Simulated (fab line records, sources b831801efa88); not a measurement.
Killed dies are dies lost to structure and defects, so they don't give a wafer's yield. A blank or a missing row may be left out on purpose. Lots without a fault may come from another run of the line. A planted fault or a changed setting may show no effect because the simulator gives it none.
Chamber matching | flow sky130 | SKY_CONTACT_CVD_00 on pecvd-02: 3 sister chambers
The step deposits Si3N4, target thk 75 nm. 3 wafers are shown with their chamber, then 7 later ones without.

WAFERS WITH THEIR CHAMBER
wafer  | chamber | heater_power_w (W)
L636.5 | 1       | 769
L637.2 | 2       | 754
L637.3 | 0       | 696

WAFERS WITHOUT THEIR CHAMBER
wafer  | heater_power_w (W)
L637.6 | 705
L639.2 | 765
L639.4 | 718
L639.5 | 794
L641.1 | 777
L641.3 | 759
L641.5 | 777

WHICH CHAMBER EACH WENT THROUGH
wafer  | from the rows above     | in truth
L637.6 | 0                       | 0
L639.2 | can't be placed: 1 or 2 | 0
L639.4 | can't be placed: 0 or 2 | 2
L639.5 | can't be placed: 1 or 2 | 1
L641.1 | can't be placed: 1 or 2 | 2
L641.3 | can't be placed: 2 or 1 | 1
L641.5 | can't be placed: 1 or 2 | 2
Placed correctly: 1 of 7. Can't be placed from these rows: 6 (the true chamber is among the candidates in 5). Placed wrongly: 0.
How it was worked out, from the rows above alone: a wafer's distance from a chamber is the root of the sum, over the readings, of the square of ((its reading less the chamber's mean) divided by the reading's scatter). The wafer belongs to the nearest chamber; if the next one is less than 2 further off, it can't be placed. A chamber's mean is the mean of its shown wafers. The scatter: with one shown wafer a chamber, the root of the mean of the squares of how far each hidden wafer lies from its nearest shown one.
